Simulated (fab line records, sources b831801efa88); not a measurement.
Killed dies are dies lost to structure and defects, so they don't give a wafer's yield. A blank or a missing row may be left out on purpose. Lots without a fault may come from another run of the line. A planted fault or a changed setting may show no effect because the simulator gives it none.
Which tool did it? | flow sky130 | 11 lots, 33 wafers sampled, at 2 steps of a route of 708

WHAT THE GAUGES READ, wafer by wafer
SKY_VIA3_RS_MEAS_22: measures by four-point-probe.
lot  | measured     | on            | VIA3_W_RS (ohm/sq)
L987 | day 39 20:34 | film_metro-03 | 0.294 0.293 0.294
L988 | day 39 23:47 | film_metro-04 | 0.296 0.298 0.300
L989 | day 40 12:47 | film_metro-03 | 0.285 0.295 0.296
L991 | day 41 21:19 | film_metro-03 | 0.297 0.288 0.293
L990 | day 41 22:38 | film_metro-04 | 0.290 0.295 0.294
L103 | day 44 12:09 | film_metro-01 | 0.299 0.297 0.298
L104 | day 44 18:47 | film_metro-03 | 0.298 0.296 0.295
L106 | day 45 07:23 | film_metro-01 | 0.287 0.291 0.300
L107 | day 45 23:10 | film_metro-04 | 0.297 0.294 0.296
L108 | day 46 00:31 | film_metro-03 | 0.288 0.301 0.290
L109 | day 46 01:17 | film_metro-04 | 0.288 0.293 0.296

WHICH TOOL RAN EACH LOT (tool, then ch and the chambers of the sampled wafers, then the start)
lot  | SKY_VIA3_SPUTTER_20
L987 | pvd_sputter-03, day 39 20:22
L988 | pvd_sputter-01, day 39 23:35
L989 | pvd_sputter-03, day 40 12:35
L991 | pvd_sputter-01, day 41 21:05
L990 | pvd_sputter-04, day 41 22:28
L103 | pvd_sputter-04, day 44 11:58
L104 | pvd_sputter-03, day 44 18:32
L106 | pvd_sputter-04, day 45 07:13
L107 | pvd_sputter-04, day 45 22:58
L108 | pvd_sputter-04, day 46 00:20
L109 | pvd_sputter-03, day 46 01:04
- SKY_VIA3_SPUTTER_20: material TiN, target thk 20 nm, time 80 s.

WHAT THE TOOLS THEMSELVES READ (means of the sampled wafers that have a number; where no wafer has one, the mark that the record gives instead)
SKY_VIA3_SPUTTER_20.
lot  | tool           | throttle_valve_pct (%)
L987 | pvd_sputter-03 | 28.9
L988 | pvd_sputter-01 | 29.4
L989 | pvd_sputter-03 | 28.6
L991 | pvd_sputter-01 | 30.2
L990 | pvd_sputter-04 | 30.4
L103 | pvd_sputter-04 | 30.5
L104 | pvd_sputter-03 | 28.7
L106 | pvd_sputter-04 | 30.2
L107 | pvd_sputter-04 | 30.6
L108 | pvd_sputter-04 | 30.2
L109 | pvd_sputter-03 | 29.4

THE ANSWER, worked out from the rows above alone
Rule: what is usual is taken from the lots themselves. Put in order of their means at a reading, lots are off if they are a third of the lots or fewer, leave a main group of 4 or more, and stand apart from it by a gap of 3 or more times the standard deviation of the main group's means; of several such gaps the widest counts. A main group whose means are all the same, to the digits that the tables above print for the reading, isn't used. A lot without any number at a reading at which 4 lots or more have one is off too. The other lots that the step has rows for count as sound. The gauges are gone through in route order, then the tools' own readings, and for those a lot's mean is taken as printed above. The first step at which some lot is off is used, and at that step the reading that is off furthest; a lot without a number counts as furthest.
No lot is off at any reading shown: from this, nothing can be told.

WHAT THE SIMULATOR HAD PUT IN
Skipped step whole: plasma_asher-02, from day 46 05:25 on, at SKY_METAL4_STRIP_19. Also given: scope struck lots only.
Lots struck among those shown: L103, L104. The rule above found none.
